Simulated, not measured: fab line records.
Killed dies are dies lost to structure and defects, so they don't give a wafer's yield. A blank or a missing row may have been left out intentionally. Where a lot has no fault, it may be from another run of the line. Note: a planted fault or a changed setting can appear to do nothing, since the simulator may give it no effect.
fab line records + flow sky130
[record]
- lots = 5
- wafers = 15
- last_day = 50
route steps=708 shown VIA2@521 METAL3@532 CAPM@537
lots that met no fault: taken from a fault-free run of the same line
start_h: start of the lot's first displayed wafer, in hours after the record's first day + wait_h: how many hours have passed since the lot's step before this one + " identical to the entry in the row above + L1.1+2: several wafers, shown together as one row + - no value, or no start was given + * or withheld: withheld + < > ~ a bound
route shown NAME@n: names a module that has steps shown in the file, with the first one's number in the route + usual: mean/standard deviation taken from wafers without a fault + same: alike in all rows + chamber/n: place in a boat + sites: per-site readings + _std_site: their standard deviation + _edge_site: the outer-site mean with the inner-site mean subtracted + radius_mm: how far each site lies from the wafer's centre + mask NAME#n: copy n + behind: the last tool/chamber to shape the wafer + hold: cause of the lot's hold/its duration in hours/its outcome + device: names the non-switching transistor (n, p or np) + end of line: the tests these same wafers got at the end of their route + a step without rows: its recipe alone + killed: count of dies lost to structure and defects at first sort (not the wafer's yield) + map: a wafer's dies, x killed, . not, _ none there
set.NAME: setting as actually run; set.NAME@STEP: the setting as run at that earlier step + model.NAME: the simulator's own value behind a step, which no gauge read
certain route steps with their lots: each step a table, each wafer a row
services: when a tool's chamber went out of use (start_h, in hours from the record's first day, below 0 if earlier), for how many hours, and the reason
[[steps]]
[step SKY_VIA2_ETCH_14]
[recipe]
- chemistry = N2/H2
- target = BARC
- ion_energy_ev = 200
- source_w = 500
- bias_w = 100
- pressure_mtorr = 30
- n2_flow_sccm = 100
- h2_flow_sccm = 200
- stop_on = SiO2
- time_s = 45.9
- target_depth_a = 600
[usual]
- bias_w = 100.0/0.33
- drypump_motor_current_A = 5.7/0.49
- oes_product_au = 0.855/0.0046
- throttle_valve_pct = 13.226/0.0091
| lot.wafer | tool        | chamber | start_h | wait_h | bias_w | drypump_motor_current_A | oes_product_au | rf_hours_counter_h | throttle_valve_pct |
|-----------|-------------|---------|---------|--------|--------|-------------------------|----------------|--------------------|--------------------|
| L080.2    | rie_diel-02 | 2       | 896.16  | 0.0    | 99.6   | 5.6                     | 0.863          | 27                 | 13.242             |
| L080.5    | "           | 0       | "       | "      | 99.9   | 5.1                     | 0.853          | -                  | 13.224             |
| L080.6    | "           | 3       | "       | "      | 99.6   | 5.9                     | 0.851          | -                  | 13.224             |
| L088.2    | rie_diel-03 | 0       | 986.08  | 0.0    | 100.2  | 5.8                     | 0.856          | 12                 | 13.219             |
| L088.4    | "           | 3       | "       | "      | 100.4  | 5.1                     | 0.850          | 9                  | 13.227             |
| L088.6    | "           | 1       | "       | "      | 100.1  | 6.1                     | 0.860          | -                  | 13.224             |
| L092.1    | rie_diel-03 | 2       | 988.91  | 0.0    | 100.2  | 5.9                     | 0.849          | 15                 | 13.237             |
| L092.4    | "           | 0       | "       | "      | 99.9   | 5.9                     | 0.860          | 12                 | 13.227             |
| L092.6    | "           | 3       | "       | "      | 99.4   | 5.0                     | 0.857          | -                  | 13.242             |
| L095.1    | rie_diel-03 | 0       | 1021.81 | 0.0    | 99.8   | 5.9                     | 0.847          | 13                 | 13.223             |
| L095.4    | "           | 2       | "       | "      | 99.9   | 5.9                     | 0.860          | 16                 | 13.229             |
| L095.5    | "           | 1       | "       | "      | 100.0  | 6.1                     | 0.854          | -                  | 13.226             |
| L096.2    | rie_diel-03 | 2       | 1024.31 | 0.0    | 99.3   | 5.9                     | 0.856          | 16                 | 13.205             |
| L096.3    | "           | 3       | "       | "      | 100.1  | 5.0                     | 0.859          | 10                 | 13.206             |
| L096.4    | "           | 1       | "       | "      | 100.5  | 6.1                     | 0.853          | 8                  | 13.232             |
[step SKY_VIA2_ETCH_15]
[recipe]
- target = SiO2
- chemistry = C4F8/O2/Ar
- target_depth_nm = 546
- stop_on = TiN
- mask_material = KrF-thick
- source_w = 1500
- bias_w = 1200
- pressure_mtorr = 40
- c4f8_flow_sccm = withheld
- O2_flow_sccm = 6
- Ar_flow_sccm = 300
- time_s = 84
[usual]
- bias_w = 1200/3.7
- oes_product_au = 0.939/0.0048
| lot.wafer | tool        | chamber | start_h | wait_h | bias_w | oes_product_au | rf_hours_counter_h |
|-----------|-------------|---------|---------|--------|--------|----------------|--------------------|
| L080.2    | rie_diel-02 | 2       | 896.20  | 0.0    | 1199   | 0.942          | 27                 |
| L080.5    | "           | 0       | "       | "      | 1203   | 0.935          | -                  |
| L080.6    | "           | 3       | "       | "      | 1199   | 0.938          | -                  |
| L088.2    | rie_diel-03 | 0       | 986.12  | 0.0    | 1203   | 0.934          | 12                 |
| L088.4    | "           | 3       | "       | "      | 1198   | 0.936          | 9                  |
| L088.6    | "           | 1       | "       | "      | 1197   | 0.942          | -                  |
| L092.1    | rie_diel-03 | 2       | 988.95  | 0.0    | 1203   | 0.945          | 15                 |
| L092.4    | "           | 0       | "       | "      | 1203   | 0.936          | 12                 |
| L092.6    | "           | 3       | "       | "      | 1200   | 0.929          | -                  |
| L095.1    | rie_diel-03 | 0       | 1021.85 | 0.0    | 1197   | 0.943          | 13                 |
| L095.4    | "           | 2       | "       | "      | 1200   | 0.934          | 16                 |
| L095.5    | "           | 1       | "       | "      | 1203   | 0.946          | -                  |
| L096.2    | rie_diel-03 | 2       | 1024.35 | 0.0    | 1204   | 0.935          | 16                 |
| L096.3    | "           | 3       | "       | "      | 1198   | 0.940          | 10                 |
| L096.4    | "           | 1       | "       | "      | 1207   | 0.938          | 8                  |
[step SKY_VIA2_STRIP_16]
[recipe]
- chemistry = O2/N2
- power_w = 1400
- pressure_mtorr = 1500
- platen_temp_c = withheld
- o2_flow_sccm = 3000
- n2_flow_sccm = 300
- overash_fraction = 0.5
[usual]
- drypump_motor_current_A = 5.6/0.41
- oes_product_au = 0.398/0.0051
- strip_time_to_endpoint_s = 4.049/0.021
| lot.wafer | tool            | chamber | start_h | wait_h | drypump_motor_current_A | oes_product_au | rf_hours_counter_h | strip_time_to_endpoint_s |
|-----------|-----------------|---------|---------|--------|-------------------------|----------------|--------------------|--------------------------|
| L080.2    | plasma_asher-04 | 0       | 896.27  | 0.0    | 6.3                     | 0.396          | 45                 | 4.066                    |
| L080.5    | "               | 0       | "       | "      | 6.3                     | 0.399          | -                  | 4.071                    |
| L080.6    | "               | 1       | "       | "      | 5.1                     | 0.395          | -                  | 4.008                    |
| L088.2    | plasma_asher-03 | 0       | 986.18  | 0.0    | 5.7                     | 0.410          | 83                 | 4.052                    |
| L088.4    | "               | 0       | "       | "      | 5.7                     | 0.394          | -                  | 4.026                    |
| L088.6    | "               | 0       | "       | "      | 5.7                     | 0.400          | -                  | 4.033                    |
| L092.1    | plasma_asher-01 | 0       | 989.02  | 0.0    | 5.4                     | 0.393          | 25                 | 4.015                    |
| L092.4    | "               | 1       | "       | "      | 5.9                     | 0.403          | -                  | 4.067                    |
| L092.6    | "               | 0       | "       | "      | 5.4                     | 0.399          | -                  | 4.069                    |
| L095.1    | plasma_asher-03 | 0       | 1021.92 | 0.0    | 5.8                     | 0.397          | 87                 | 4.019                    |
| L095.4    | "               | 1       | "       | "      | 5.3                     | 0.407          | -                  | 4.038                    |
| L095.5    | "               | 1       | "       | "      | 5.3                     | 0.405          | -                  | 4.011                    |
| L096.2    | plasma_asher-04 | 1       | 1024.41 | 0.0    | 5.1                     | 0.400          | 58                 | 4.045                    |
| L096.3    | "               | 1       | "       | "      | 5.0                     | 0.403          | -                  | 4.044                    |
| L096.4    | "               | 0       | "       | "      | 6.3                     | 0.402          | -                  | 4.022                    |
[step SKY_VIA2_STRIP_17]
[recipe]
- chemistry = post_etch_residue_remover
- time_s = 1200
- temp_c = 72.5
[usual]
- bath_heat_duty_pct = 14.7/1.9
| lot.wafer | tool         | chamber | start_h | wait_h | bath_heat_duty_pct |
|-----------|--------------|---------|---------|--------|--------------------|
| L080.2    | wet_bench-02 | 0       | 896.37  | 0.1    | 17.0               |
| L080.5    | "            | 0       | "       | "      | 16.7               |
| L080.6    | "            | 0       | "       | "      | 15.4               |
| L088.2    | wet_bench-01 | 1       | 986.28  | 0.1    | 15.5               |
| L088.4    | "            | 1       | "       | "      | 15.8               |
| L088.6    | "            | 1       | "       | "      | 14.8               |
| L092.1    | wet_bench-01 | 1       | 989.12  | 0.1    | 15.5               |
| L092.4    | "            | 1       | "       | "      | 15.6               |
| L092.6    | "            | 1       | "       | "      | 14.5               |
| L095.1    | wet_bench-01 | 2       | 1022.02 | 0.1    | 12.8               |
| L095.4    | "            | 2       | "       | "      | 13.2               |
| L095.5    | "            | 2       | "       | "      | 13.3               |
| L096.2    | wet_bench-02 | 2       | 1024.51 | 0.1    | 12.0               |
| L096.3    | "            | 2       | "       | "      | 12.5               |
| L096.4    | "            | 2       | "       | "      | 12.2               |
[step SKY_VIA2_CLEAN_18]
[recipe]
- chemistry = IPA
- time_s = 180
- temp_c = 25
[usual]
- bath_heat_duty_pct = 6.5/0.93
| lot.wafer | tool         | chamber | start_h | wait_h | bath_heat_duty_pct |
|-----------|--------------|---------|---------|--------|--------------------|
| L080.2    | wet_bench-01 | 2       | 896.71  | 0.0    | 6.1                |
| L080.5    | "            | 2       | "       | "      | 5.4                |
| L080.6    | "            | 2       | "       | "      | 5.7                |
| L088.2    | wet_bench-04 | 1       | 986.62  | 0.0    | 5.9                |
| L088.4    | "            | 1       | "       | "      | 5.3                |
| L088.6    | "            | 1       | "       | "      | 5.7                |
| L092.1    | wet_bench-02 | 1       | 989.46  | 0.0    | 6.7                |
| L092.4    | "            | 1       | "       | "      | 7.9                |
| L092.6    | "            | 1       | "       | "      | 5.5                |
| L095.1    | wet_bench-02 | 3       | 1022.39 | 0.0    | 5.9                |
| L095.4    | "            | 3       | "       | "      | 7.9                |
| L095.5    | "            | 3       | "       | "      | 6.7                |
| L096.2    | wet_bench-04 | 0       | 1024.89 | 0.0    | 6.7                |
| L096.3    | "            | 0       | "       | "      | 6.0                |
| L096.4    | "            | 0       | "       | "      | 6.7                |
[step SKY_VIA2_CLEAN_19]
[recipe]
- chemistry = O3/DIW
- dry = n2_spin
| lot.wafer  | tool         | chamber | start_h | wait_h |
|------------|--------------|---------|---------|--------|
| L080.2+5+6 | wet_bench-02 | 2       | 896.77  | 0.0    |
| L088.2+4+6 | wet_bench-02 | 1       | 986.68  | 0.0    |
| L092.1+4+6 | wet_bench-04 | 3       | 989.52  | 0.0    |
| L095.1+4+5 | wet_bench-01 | 1       | 1022.45 | 0.0    |
| L096.2+3+4 | wet_bench-02 | 0       | 1024.95 | 0.0    |
[step SKY_VIA2_SPUTTER_20]
[recipe]
- material = TiN
- target_thk_nm = 20
- chamber_pressure_pa = 5
- power_w = 4000
- time_s = 80
[usual]
- throttle_valve_pct = 30.0/1.2
| lot.wafer | tool           | chamber | start_h | wait_h | throttle_valve_pct |
|-----------|----------------|---------|---------|--------|--------------------|
| L080.2    | pvd_sputter-01 | -       | 896.86  | 0.0    | 30.2               |
| L080.5    | "              | -       | "       | "      | 28.4               |
| L080.6    | "              | -       | "       | "      | 29.8               |
| L088.2    | pvd_sputter-03 | -       | 986.77  | 0.0    | 30.7               |
| L088.4    | "              | -       | "       | "      | 29.4               |
| L088.6    | "              | -       | "       | "      | 30.8               |
| L092.1    | pvd_sputter-01 | -       | 989.61  | 0.0    | 32.8               |
| L092.4    | "              | -       | "       | "      | 30.4               |
| L092.6    | "              | -       | "       | "      | 29.5               |
| L095.1    | pvd_sputter-02 | -       | 1022.55 | 0.0    | 30.3               |
| L095.4    | "              | -       | "       | "      | 28.3               |
| L095.5    | "              | -       | "       | "      | 30.4               |
| L096.2    | pvd_sputter-03 | -       | 1025.05 | 0.0    | 29.4               |
| L096.3    | "              | -       | "       | "      | 29.0               |
| L096.4    | "              | -       | "       | "      | 30.8               |
[step SKY_VIA2_CVD_21]
[recipe]
- material = W
- target_thk_nm = 420
- time_s = 126.4
- temp_c = 400
- pressure_torr = 40
[usual]
- heater_power_w = 814/88
| lot.wafer | tool     | chamber | start_h | wait_h | heater_power_w |
|-----------|----------|---------|---------|--------|----------------|
| L080.2    | cvd_w-02 | 0       | 896.92  | 0.0    | 957            |
| L080.5    | "        | 0       | "       | "      | 950            |
| L080.6    | "        | 1       | "       | "      | 784            |
| L088.2    | cvd_w-02 | 1       | 986.84  | 0.0    | 710            |
| L088.4    | "        | 1       | "       | "      | 705            |
| L088.6    | "        | 0       | "       | "      | 1023           |
| L092.1    | cvd_w-01 | 1       | 989.67  | 0.0    | 788            |
| L092.4    | "        | 1       | "       | "      | 803            |
| L092.6    | "        | 1       | "       | "      | 808            |
| L095.1    | cvd_w-01 | 0       | 1022.61 | 0.0    | 790            |
| L095.4    | "        | 0       | "       | "      | 787            |
| L095.5    | "        | 0       | "       | "      | 770            |
| L096.2    | cvd_w-02 | 1       | 1025.11 | 0.0    | 720            |
| L096.3    | "        | 1       | "       | "      | 720            |
| L096.4    | "        | 0       | "       | "      | 1007           |
[step SKY_VIA2_RS_MEAS_22]
[recipe]
- thk_meas_gauge = four-point-probe
- reads = W_of_VIA2_CVD_21+TiN_of_VIA2_SPUTTER_20
[usual]
- VIA2_W_RS = 0.274/0.0032
| lot.wafer | tool          | chamber | start_h | wait_h | VIA2_W_RS[ohm/sq] |
|-----------|---------------|---------|---------|--------|-------------------|
| L080.2    | film_metro-01 | -       | 897.07  | 0.1    | 0.276             |
| L080.5    | "             | -       | "       | "      | 0.277             |
| L080.6    | "             | -       | "       | "      | 0.275             |
| L088.2    | film_metro-01 | -       | 986.99  | 0.1    | 0.268             |
| L088.4    | "             | -       | "       | "      | 0.271             |
| L088.6    | "             | -       | "       | "      | 0.267             |
| L092.1    | film_metro-04 | -       | 989.93  | 0.2    | 0.273             |
| L092.4    | "             | -       | "       | "      | 0.272             |
| L092.6    | "             | -       | "       | "      | 0.273             |
| L095.1    | film_metro-04 | -       | 1022.74 | 0.1    | 0.274             |
| L095.4    | "             | -       | "       | "      | 0.276             |
| L095.5    | "             | -       | "       | "      | 0.274             |
| L096.2    | film_metro-01 | -       | 1025.26 | 0.1    | 0.273             |
| L096.3    | "             | -       | "       | "      | 0.271             |
| L096.4    | "             | -       | "       | "      | 0.269             |
[step SKY_VIA2_THK_MEAS_23]
[recipe]
- thk_meas_gauge = xrf
- reads = W_of_VIA2_CVD_21
[usual]
- VIA2_W_THK = 426/6.2
| lot.wafer | tool          | chamber | start_h | wait_h | VIA2_W_THK[nm] |
|-----------|---------------|---------|---------|--------|----------------|
| L080.2    | film_metro-01 | -       | 897.18  | 0.1    | 424            |
| L080.5    | "             | -       | "       | "      | 426            |
| L080.6    | "             | -       | "       | "      | 430            |
| L088.2    | film_metro-01 | -       | 987.10  | 0.1    | 439            |
| L088.4    | "             | -       | "       | "      | 436            |
| L088.6    | "             | -       | "       | "      | 443            |
| L092.1    | film_metro-04 | -       | 990.05  | 0.1    | 428            |
| L092.4    | "             | -       | "       | "      | 428            |
| L092.6    | "             | -       | "       | "      | 428            |
| L095.1    | film_metro-04 | -       | 1022.86 | 0.1    | 430            |
| L095.4    | "             | -       | "       | "      | 427            |
| L095.5    | "             | -       | "       | "      | 426            |
| L096.2    | film_metro-01 | -       | 1025.37 | 0.1    | 428            |
| L096.3    | "             | -       | "       | "      | 427            |
| L096.4    | "             | -       | "       | "      | 431            |
[step SKY_VIA2_CMP_24]
[recipe]
- stop_on = SiO2
- t_overpolish_s = 20
- down_force_psi = 3.5
- platen_rpm = 60
- target_thk_nm = 0
- pad_velocity_m_s = 0.94248
[usual]
- motor_current_A = 11.0/0.98
- overpolish_run_s = 20.000/0.0081
- retaining_ring_pressure_frac = 1.000/0.0051
- slurry_filter_dp_kPa = 13.50/0.14
- time_to_endpoint_s = 101/3.4
| lot.wafer | tool   | chamber | start_h | wait_h | motor_current_A | overpolish_run_s | retaining_ring_pressure_frac | slurry_filter_dp_kPa | time_to_endpoint_s |
|-----------|--------|---------|---------|--------|-----------------|------------------|------------------------------|----------------------|--------------------|
| L080.2    | cmp-01 | 3       | 897.28  | 0.1    | 11.5            | 19.997           | 1.010                        | 13.37                | 102                |
| L080.6    | "      | 2       | "       | "      | 11.2            | 19.986           | 0.993                        | 13.45                | 106                |
| L080.5    | "      | 3       | "       | "      | 11.4            | 19.993           | 1.008                        | 13.68                | 103                |
| L088.4    | cmp-02 | 2       | 987.25  | 0.1    | 12.5            | 19.992           | 1.001                        | 13.56                | 103                |
| L088.2    | "      | 3       | "       | "      | 12.5            | 20.003           | 0.998                        | 13.35                | 103                |
| L088.6    | "      | 1       | "       | "      | 9.7             | 20.000           | 0.989                        | 13.41                | 105                |
| L092.4    | cmp-02 | 0       | 990.11  | 0.0    | 10.5            | 20.020           | 1.001                        | 13.42                | 98                 |
| L092.1    | "      | 2       | "       | "      | 12.0            | 20.003           | 1.006                        | 13.40                | 100                |
| L092.6    | "      | 0       | "       | "      | 11.6            | 20.000           | 1.016                        | 13.35                | 97                 |
| L095.1    | cmp-02 | 1       | 1022.97 | 0.1    | 10.0            | 19.999           | 1.003                        | 13.50                | 102                |
| L095.4    | "      | 2       | "       | "      | 12.1            | 20.001           | 0.997                        | 13.49                | 99                 |
| L095.5    | "      | 1       | "       | "      | 9.6             | 19.996           | 0.999                        | 13.50                | 99                 |
| L096.2    | cmp-02 | 1       | 1025.42 | 0.0    | 9.5             | 20.015           | 1.003                        | 13.67                | 101                |
| L096.3    | "      | 2       | "       | "      | 12.3            | 19.998           | 0.999                        | 13.58                | 101                |
| L096.4    | "      | 3       | "       | "      | 12.3            | 19.995           | 0.998                        | 13.31                | 106                |
[step SKY_METAL3_SPUTTER_00]
[recipe]
- material = Ti
- target_thk_nm = 15
- power_w = 3000
- time_s = 10
- chamber_pressure_pa = 0.4
[usual]
- throttle_valve_pct = 30.0/1.2
| lot.wafer | tool           | chamber | start_h | wait_h | throttle_valve_pct |
|-----------|----------------|---------|---------|--------|--------------------|
| L080.2    | pvd_sputter-02 | -       | 897.53  | 0.2    | 31.8               |
| L080.5    | "              | -       | "       | "      | 30.4               |
| L080.6    | "              | -       | "       | "      | 28.4               |
| L088.2    | pvd_sputter-01 | -       | 987.45  | 0.1    | 30.1               |
| L088.4    | "              | -       | "       | "      | 29.9               |
| L088.6    | "              | -       | "       | "      | 32.7               |
| L092.1    | pvd_sputter-04 | -       | 990.41  | 0.1    | 31.4               |
| L092.4    | "              | -       | "       | "      | 29.2               |
| L092.6    | "              | -       | "       | "      | 29.5               |
| L095.1    | pvd_sputter-01 | -       | 1023.22 | 0.2    | 28.7               |
| L095.4    | "              | -       | "       | "      | 30.0               |
| L095.5    | "              | -       | "       | "      | 30.0               |
| L096.2    | pvd_sputter-01 | -       | 1025.72 | 0.2    | 32.7               |
| L096.3    | "              | -       | "       | "      | 29.6               |
| L096.4    | "              | -       | "       | "      | 30.3               |
[step SKY_METAL3_SPUTTER_01]
[recipe]
- material = TiN
- target_thk_nm = 20
- power_w = 6500
- time_s = 16.7
- chamber_pressure_pa = 0.4
[usual]
- throttle_valve_pct = 30.0/1.3
| lot.wafer | tool           | chamber | start_h | wait_h | throttle_valve_pct |
|-----------|----------------|---------|---------|--------|--------------------|
| L080.2    | pvd_sputter-02 | -       | 897.55  | 0.0    | 31.7               |
| L080.5    | "              | -       | "       | "      | 30.2               |
| L080.6    | "              | -       | "       | "      | 28.4               |
| L088.2    | pvd_sputter-01 | -       | 987.47  | 0.0    | 30.1               |
| L088.4    | "              | -       | "       | "      | 29.7               |
| L088.6    | "              | -       | "       | "      | 32.8               |
| L092.1    | pvd_sputter-04 | -       | 990.43  | 0.0    | 31.1               |
| L092.4    | "              | -       | "       | "      | 29.2               |
| L092.6    | "              | -       | "       | "      | 29.2               |
| L095.1    | pvd_sputter-01 | -       | 1023.24 | 0.0    | 28.4               |
| L095.4    | "              | -       | "       | "      | 30.2               |
| L095.5    | "              | -       | "       | "      | 30.0               |
| L096.2    | pvd_sputter-01 | -       | 1025.74 | 0.0    | 33.0               |
| L096.3    | "              | -       | "       | "      | 29.7               |
| L096.4    | "              | -       | "       | "      | 30.1               |
[step SKY_METAL3_SPUTTER_02]
[recipe]
- material = AlCu
- target_thk_nm = 735
- power_w = 10600
- time_s = 39.1
- chamber_pressure_pa = 0.4
[usual]
- throttle_valve_pct = 30.0/1.2
| lot.wafer | tool           | chamber | start_h | wait_h | throttle_valve_pct |
|-----------|----------------|---------|---------|--------|--------------------|
| L080.2    | pvd_sputter-02 | -       | 897.58  | 0.0    | 31.7               |
| L080.5    | "              | -       | "       | "      | 30.3               |
| L080.6    | "              | -       | "       | "      | 28.7               |
| L088.2    | pvd_sputter-01 | -       | 987.49  | 0.0    | 30.4               |
| L088.4    | "              | -       | "       | "      | 30.0               |
| L088.6    | "              | -       | "       | "      | 32.9               |
| L092.1    | pvd_sputter-04 | -       | 990.46  | 0.0    | 30.9               |
| L092.4    | "              | -       | "       | "      | 29.3               |
| L092.6    | "              | -       | "       | "      | 29.1               |
| L095.1    | pvd_sputter-01 | -       | 1023.27 | 0.0    | 28.4               |
| L095.4    | "              | -       | "       | "      | 30.3               |
| L095.5    | "              | -       | "       | "      | 30.1               |
| L096.2    | pvd_sputter-01 | -       | 1025.77 | 0.0    | 32.7               |
| L096.3    | "              | -       | "       | "      | 29.8               |
| L096.4    | "              | -       | "       | "      | 30.3               |
[step SKY_METAL3_SPUTTER_03]
[recipe]
- material = Ti
- target_thk_nm = 5
- power_w = 3000
- time_s = 3.3
- chamber_pressure_pa = 0.4
[usual]
- throttle_valve_pct = 30.0/1.2
| lot.wafer | tool           | chamber | start_h | wait_h | throttle_valve_pct |
|-----------|----------------|---------|---------|--------|--------------------|
| L080.2    | pvd_sputter-02 | -       | 897.62  | 0.0    | 31.6               |
| L080.5    | "              | -       | "       | "      | 30.2               |
| L080.6    | "              | -       | "       | "      | 28.0               |
| L088.2    | pvd_sputter-01 | -       | 987.53  | 0.0    | 29.9               |
| L088.4    | "              | -       | "       | "      | 30.0               |
| L088.6    | "              | -       | "       | "      | 33.0               |
| L092.1    | pvd_sputter-04 | -       | 990.50  | 0.0    | 31.1               |
| L092.4    | "              | -       | "       | "      | 29.2               |
| L092.6    | "              | -       | "       | "      | 29.3               |
| L095.1    | pvd_sputter-01 | -       | 1023.31 | 0.0    | 28.5               |
| L095.4    | "              | -       | "       | "      | 30.2               |
| L095.5    | "              | -       | "       | "      | 30.2               |
| L096.2    | pvd_sputter-01 | -       | 1025.80 | 0.0    | 32.8               |
| L096.3    | "              | -       | "       | "      | 29.7               |
| L096.4    | "              | -       | "       | "      | 30.4               |
[step SKY_METAL3_SPUTTER_04]
[recipe]
- material = TiN
- target_thk_nm = 70
- power_w = 6500
- time_s = 58.3
- chamber_pressure_pa = 0.4
[usual]
- throttle_valve_pct = 30.0/1.2
| lot.wafer | tool           | chamber | start_h | wait_h | throttle_valve_pct |
|-----------|----------------|---------|---------|--------|--------------------|
| L080.2    | pvd_sputter-02 | -       | 897.63  | 0.0    | 31.5               |
| L080.5    | "              | -       | "       | "      | 30.4               |
| L080.6    | "              | -       | "       | "      | 28.5               |
| L088.2    | pvd_sputter-01 | -       | 987.55  | 0.0    | 30.2               |
| L088.4    | "              | -       | "       | "      | 29.5               |
| L088.6    | "              | -       | "       | "      | 33.0               |
| L092.1    | pvd_sputter-04 | -       | 990.52  | 0.0    | 31.1               |
| L092.4    | "              | -       | "       | "      | 29.0               |
| L092.6    | "              | -       | "       | "      | 29.3               |
| L095.1    | pvd_sputter-01 | -       | 1023.32 | 0.0    | 28.6               |
| L095.4    | "              | -       | "       | "      | 30.2               |
| L095.5    | "              | -       | "       | "      | 30.0               |
| L096.2    | pvd_sputter-01 | -       | 1025.82 | 0.0    | 32.7               |
| L096.3    | "              | -       | "       | "      | 30.0               |
| L096.4    | "              | -       | "       | "      | 30.1               |
[step SKY_CAPM_CVD_00]
[recipe]
- material = SiO2
- target_thk_nm = 15.5
- temp_c = 400
- time_s = withheld
- rf_w = 450
[usual]
- heater_power_w = 752/100
| lot.wafer | tool     | chamber | start_h | wait_h | heater_power_w |
|-----------|----------|---------|---------|--------|----------------|
| L080.2    | pecvd-03 | 1       | 897.68  | 0.0    | 642            |
| L080.5    | "        | 1       | "       | "      | 656            |
| L080.6    | "        | 0       | "       | "      | 719            |
| L088.2    | pecvd-02 | 2       | 987.60  | 0.0    | 733            |
| L088.4    | "        | 0       | "       | "      | 625            |
| L088.6    | "        | 2       | "       | "      | 732            |
| L092.1    | pecvd-02 | 1       | 990.56  | 0.0    | 881            |
| L092.4    | "        | 1       | "       | "      | 871            |
| L092.6    | "        | 2       | "       | "      | 689            |
| L095.1    | pecvd-03 | 1       | 1023.37 | 0.0    | 568            |
| L095.4    | "        | 1       | "       | "      | 575            |
| L095.5    | "        | 0       | "       | "      | 874            |
| L096.2    | pecvd-01 | 0       | 1025.87 | 0.0    | 759            |
| L096.3    | "        | 1       | "       | "      | 959            |
| L096.4    | "        | 2       | "       | "      | 622            |
[step SKY_CAPM_THK_MEAS_01]
[recipe]
- reads = SiO2_of_CAPM_CVD_00
[usual]
- CAPM_CVD_00_THK = 15.50/0.23
| lot.wafer | tool          | chamber | start_h | wait_h | CAPM_CVD_00_THK[nm] |
|-----------|---------------|---------|---------|--------|---------------------|
| L080.2    | film_metro-01 | -       | 897.72  | -      | 15.15               |
| L080.5    | "             | -       | "       | "      | 15.57               |
| L080.6    | "             | -       | "       | "      | 15.35               |
| L088.2    | film_metro-01 | -       | 987.63  | -      | 15.26               |
| L088.4    | "             | -       | "       | "      | 15.75               |
| L088.6    | "             | -       | "       | "      | 15.61               |
| L092.1    | film_metro-02 | -       | 990.59  | -      | 15.20               |
| L092.4    | "             | -       | "       | "      | 16.01               |
| L092.6    | "             | -       | "       | "      | 15.65               |
| L095.1    | film_metro-03 | -       | 1023.40 | -      | 15.51               |
| L095.4    | "             | -       | "       | "      | 15.65               |
| L095.5    | "             | -       | "       | "      | 15.51               |
| L096.2    | film_metro-01 | -       | 1025.90 | -      | 15.41               |
| L096.3    | "             | -       | "       | "      | 15.64               |
| L096.4    | "             | -       | "       | "      | 15.73               |
[step SKY_CAPM_SPUTTER_02]
[recipe]
- material = TiN
- target_thk_nm = 200
- temp_c = 300
- power_w = 6500
- time_s = 166.7
- chamber_pressure_pa = 0.4
[usual]
- throttle_valve_pct = 30.0/0.9
| lot.wafer | tool           | chamber | start_h | wait_h | throttle_valve_pct |
|-----------|----------------|---------|---------|--------|--------------------|
| L080.2    | pvd_sputter-04 | -       | 897.77  | 0.0    | 30.0               |
| L080.5    | "              | -       | "       | "      | 29.8               |
| L080.6    | "              | -       | "       | "      | 31.2               |
| L088.2    | pvd_sputter-02 | -       | 987.68  | 0.0    | 29.2               |
| L088.4    | "              | -       | "       | "      | 28.4               |
| L088.6    | "              | -       | "       | "      | 30.4               |
| L092.1    | pvd_sputter-03 | -       | 990.65  | 0.1    | 30.8               |
| L092.4    | "              | -       | "       | "      | 29.2               |
| L092.6    | "              | -       | "       | "      | 30.7               |
| L095.1    | pvd_sputter-03 | -       | 1023.46 | 0.1    | 30.7               |
| L095.4    | "              | -       | "       | "      | 29.7               |
| L095.5    | "              | -       | "       | "      | 29.1               |
| L096.2    | pvd_sputter-02 | -       | 1025.95 | 0.0    | 28.7               |
| L096.3    | "              | -       | "       | "      | 31.5               |
| L096.4    | "              | -       | "       | "      | 29.6               |
[[services]]
| tool            | chamber | start_h | hours | kind   |
|-----------------|---------|---------|-------|--------|
| wet_bench-04    | -       | 874.37  | 29.7  | pm     |
| plasma_asher-03 | -       | 886.89  | 0.4   | repair |
| cmp-02          | -       | 893.04  | 1.4   | repair |
| cmp-02          | -       | 902.98  | 0.9   | repair |
| cvd_w-02        | -       | 904.00  | 14.0  | pm     |
| pecvd-02        | 1       | 908.00  | 3.8   | repair |
| cmp-02          | -       | 912.00  | 4.0   | pm     |
| cmp-02          | -       | 916.54  | 2.3   | repair |
| plasma_asher-04 | -       | 916.72  | 0.7   | repair |
| rie_diel-03     | 2       | 924.30  | 5.2   | repair |
| pecvd-02        | 1       | 926.28  | 6.1   | repair |
| pvd_sputter-04  | -       | 945.82  | 4.4   | repair |
| rie_diel-03     | 3       | 952.93  | 8.1   | repair |
| pvd_sputter-04  | -       | 962.53  | 1.0   | repair |
| pvd_sputter-02  | -       | 974.43  | 3.5   | repair |
| pvd_sputter-03  | -       | 977.65  | 3.0   | repair |
| pvd_sputter-02  | -       | 980.73  | 1.7   | repair |
| wet_bench-01    | -       | 991.57  | 1.7   | repair |
| wet_bench-04    | -       | 994.38  | 1.1   | repair |
| cmp-02          | -       | 999.03  | 0.2   | repair |
| pvd_sputter-04  | -       | 1006.43 | 4.6   | repair |
| cvd_w-02        | -       | 1013.26 | 6.0   | pm     |
| cmp-02          | -       | 1017.22 | 0.7   | repair |
| pvd_sputter-02  | -       | 1018.61 | 3.8   | repair |
[[key]]
fault none
